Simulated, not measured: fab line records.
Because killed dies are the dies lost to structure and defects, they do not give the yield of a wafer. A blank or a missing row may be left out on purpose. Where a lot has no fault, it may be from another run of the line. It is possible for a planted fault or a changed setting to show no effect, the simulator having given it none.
Which tool did it?    flow gf180mcu    12 lots with 36 wafers sampled at 4 steps, on a route of 602 steps

## WHAT EACH GAUGE READ, for each wafer
GF_VT_IMPLANT_RS_MEAS_46: uses a four-point probe to measure. Usual: for MVSD_RS the level is 456.7 ohm/sq and the standard deviation is 1.2.
lot   measured      on             MVSD_RS (ohm/sq)   flag
L109  day 7 22:48   film-metro-03  455.8 455.5 456.0  
L111  day 8 10:38   film-metro-03  456.6 456.1 454.5  
L112  day 8 18:50   film-metro-04  459.0 457.8 458.2  
L114  day 9 04:49   film-metro-01  456.5 454.8 454.7  
L115  day 9 13:14   film-metro-01  455.1 456.0 456.3  
L120  day 10 19:50  film-metro-04  454.3 456.4 455.9  
L123  day 11 16:29  film-metro-03  501.6 503.0 501.8  OFF
L124  day 12 01:20  film-metro-03  504.9 505.2 504.6  OFF
L125  day 12 07:00  film-metro-01  456.4 455.8 454.8  
L126  day 12 11:42  film-metro-04  455.6 455.7 455.3  
L129  day 13 08:21  film-metro-03  457.2 457.6 457.8  
L131  day 14 00:11  film-metro-03  455.4 456.5 455.4  

GF_VT_IMPLANT_RS_MEAS_49: uses a four-point probe to measure. Usual: for MVPSD_RS the level is 1172.7 ohm/sq and the standard deviation is 2.8.
lot   measured      on             MVPSD_RS (ohm/sq)     flag
L109  day 7 23:10   film-metro-03  1172.5 1172.1 1172.6  
L111  day 8 10:59   film-metro-03  1175.1 1172.3 1175.1  
L112  day 8 19:11   film-metro-04  1172.6 1177.2 1176.2  
L114  day 9 05:10   film-metro-01  1173.7 1172.5 1173.7  
L115  day 9 13:36   film-metro-01  1171.1 1171.7 1172.6  
L120  day 10 20:11  film-metro-04  1174.4 1176.3 1177.2  
L123  day 11 16:51  film-metro-03  1170.0 1164.9 1165.1  
L124  day 12 01:41  film-metro-03  1173.0 1175.0 1173.7  
L125  day 12 07:22  film-metro-01  1168.0 1167.9 1167.0  
L126  day 12 12:04  film-metro-04  1170.4 1170.3 1170.6  
L129  day 13 08:43  film-metro-03  1176.0 1174.7 1172.8  
L131  day 14 00:32  film-metro-03  1172.3 1168.5 1173.0  

## WHAT TOOL EACH LOT RAN ON (gives the tool, then ch and the chambers of the sampled wafers, and finally the start)
lot   GF_NWELL_STRIP_10                    GF_MVSD_IMPLANT_09
L109  plasma-asher-04 ch 0,1, day 3 15:54  implanter-03 ch 0, day 4 18:35
L111  plasma-asher-01 ch 0,1, day 4 00:55  implanter-03 ch 0, day 5 05:04
L112  plasma-asher-01 ch 0,1, day 4 06:56  implanter-01 ch 0, day 5 11:26
L114  plasma-asher-04 ch 0,1, day 4 16:07  implanter-01 ch 0, day 5 20:59
L115  plasma-asher-01 ch 0,1, day 4 23:19  implanter-02 ch 0, day 6 05:09
L120  plasma-asher-01 ch 0,1, day 6 01:06  implanter-01 ch 0, day 7 07:42
L123  plasma-asher-04 ch 0,1, day 6 17:53  implanter-03 ch 0, day 8 02:00
L124  plasma-asher-03 ch 0,1, day 6 23:54  implanter-03 ch 0, day 8 09:18
L125  plasma-asher-03 ch 0,1, day 7 05:10  implanter-01 ch 0, day 8 13:32
L126  plasma-asher-04 ch 0,1, day 7 10:28  implanter-02 ch 0, day 8 19:14
L129  plasma-asher-03 ch 0, day 8 03:08    implanter-01 ch 0, day 9 11:56
L131  plasma-asher-01 ch 0,1, day 8 14:01  implanter-02 ch 0, day 10 00:42
- GF_NWELL_STRIP_10: strips in O2/N2.
- GF_MVSD_IMPLANT_09

## WHAT THE TOOLS THEMSELVES READ (means of the sampled wafers that have a number; where no wafer has one, the mark that the record gives instead)
GF_NWELL_STRIP_10. Usual: drypump-motor-current-A 5.6 A, standard deviation 0.45; heater-power-w 331 W, standard deviation 32; oes-product-au 0.723 a.u., standard deviation 0.0044; strip-time-to-endpoint-s 36.89 s, standard deviation 0.1.
lot   tool             drypump-motor-current-A (A)  heater-power-w (W)  oes-product-au (a.u.)  strip-time-to-endpoint-s (s)  flag
L109  plasma-asher-04  5.4                          344                 0.721                  36.78                         
L111  plasma-asher-01  5.3                          326                 0.722                  36.84                         
L112  plasma-asher-01  5.4                          307                 0.727                  36.82                         
L114  plasma-asher-04  5.4                          340                 0.720                  36.74                         
L115  plasma-asher-01  5.4                          305                 0.720                  36.89                         
L120  plasma-asher-01  5.3                          329                 0.725                  36.89                         
L123  plasma-asher-04  5.3                          354                 0.721                  36.89                         
L124  plasma-asher-03  6.3                          340                 0.727                  36.91                         
L125  plasma-asher-03  6.3                          345                 0.723                  36.82                         
L126  plasma-asher-04  5.4                          343                 0.720                  36.95                         
L129  plasma-asher-03  6.1                          356                 0.719                  36.83                         
L131  plasma-asher-01  5.3                          307                 0.725                  36.76                         

GF_MVSD_IMPLANT_09. Usual: dose-ions-cm2 5.001e+12, standard deviation 4.8e+09; faraday-current-uA 28.3, standard deviation 0.62.
lot   tool          dose-ions-cm2  faraday-current-uA  flag
L109  implanter-03  5.007e+12      27.7                
L111  implanter-03  5.000e+12      28.6                
L112  implanter-01  5.001e+12      28.3                
L114  implanter-01  5.007e+12      28.5                
L115  implanter-02  5.002e+12      28.5                
L120  implanter-01  5.006e+12      28.2                
L123  implanter-03  2.427e+12      13.9                OFF
L124  implanter-03  2.432e+12      13.8                OFF
L125  implanter-01  5.000e+12      28.1                
L126  implanter-02  5.002e+12      27.7                
L129  implanter-01  5.005e+12      28.1                
L131  implanter-02  5.000e+12      29.0                

## THE ANSWER, worked out from the rows above alone
Rule: a lot counts as off when the mean over its wafers that have a number is more than 3 standard deviations away from the usual mean. A lot without any number at a reading at which 4 lots or more have one is off too. Where the step has rows for the other lots, those lots are counted as sound. First the gauges in route order, then the tools' own readings, where a lot's mean is used as printed above. At the first step where some lot is off, the reading lying furthest off is the one used; lots without a number count as furthest.
Off: at GF_VT_IMPLANT_RS_MEAS_46 (MVSD_RS), L123, L124.
A tool fits if, at a process step before that reading, it ran every lot that is off, and no sound lot after the first of them. Not tried: the gauges at GF_VT_IMPLANT_RS_MEAS_46; whatever is off there is also off at GF_MVSD_IMPLANT_09, on other tools, and gauge error can't account for it. One fits: GF_MVSD_IMPLANT_09 on implanter-03. A fault onset in the window from L111 (day 5 05:04, its last sound lot) to L123 (day 8 02:00, its first lot off) fits.
The tool's own readings at GF_MVSD_IMPLANT_09 bear it out: on the lots that are off they differ by more than 5 times the standard deviation of the sound lots' means. dose-ions-cm2 reads 2.430e+12 there against 5.003e+12 on the sound lots; faraday-current-uA reads 13.9 there against 28.3 on the sound lots.

## WHAT THE SIMULATOR HAD PUT IN
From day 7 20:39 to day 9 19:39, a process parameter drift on implanter-03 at GF_MVSD_IMPLANT_09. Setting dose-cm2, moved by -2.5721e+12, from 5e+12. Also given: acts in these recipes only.
Struck lots among those shown: L123, L124. The rule above reached the same finding.
